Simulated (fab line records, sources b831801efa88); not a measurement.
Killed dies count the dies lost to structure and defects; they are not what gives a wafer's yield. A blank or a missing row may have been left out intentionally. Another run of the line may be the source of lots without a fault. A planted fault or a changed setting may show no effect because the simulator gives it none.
What tool caused it? | flow sky130 | 6 lots, 18 wafers sampled, at 2 steps of a route of 708

== WHAT THE GAUGES SHOWED, per wafer ==
SKY_METAL2_OVL_MEAS_16.
lot  | measured     | on         | METAL2_OVL (nm)
L115 | day 35 16:25 | overlay-01 | 2 0 6
L123 | day 38 22:23 | overlay-01 | 3 -4 0
L125 | day 39 06:51 | overlay-02 | -3 3 1
L130 | day 40 10:44 | overlay-02 | 5 12 3
L133 | day 41 08:05 | overlay-01 | 5 6 1
L136 | day 42 00:43 | overlay-01 | -3 -1 -6

== EACH LOT AND THE TOOL THAT RAN IT (in order: tool; ch and the chambers of the sampled wafers; start) ==
lot  | SKY_METAL2_SPUTTER_02
L115 | pvd_sputter-01, day 34 13:09
L123 | pvd_sputter-01, day 37 20:43
L125 | pvd_sputter-04, day 38 06:08
L130 | pvd_sputter-01, day 39 09:41
L133 | pvd_sputter-03, day 40 07:17
L136 | pvd_sputter-04, day 40 23:59
- SKY_METAL2_SPUTTER_02: material AlCu, target thk 250 nm, time 13.3 s.

== THE ANSWER, worked out from the rows above alone ==
Rule: what is usual is taken from the lots themselves. Put in order of their means at a reading, lots are off if they are a third of the lots or fewer, leave a main group of 4 or more, and stand apart from it by a gap of 3 or more times the standard deviation of the main group's means; of several such gaps the widest counts. A main group whose means are all the same, to the digits that the tables above print for the reading, isn't used. A lot without any number at a reading at which 4 lots or more have one is off too. All remaining lots with rows at the step are treated as sound.
No lot is off at any reading shown: from this, nothing can be told.

== WHAT THE SIMULATOR PUT IN ==
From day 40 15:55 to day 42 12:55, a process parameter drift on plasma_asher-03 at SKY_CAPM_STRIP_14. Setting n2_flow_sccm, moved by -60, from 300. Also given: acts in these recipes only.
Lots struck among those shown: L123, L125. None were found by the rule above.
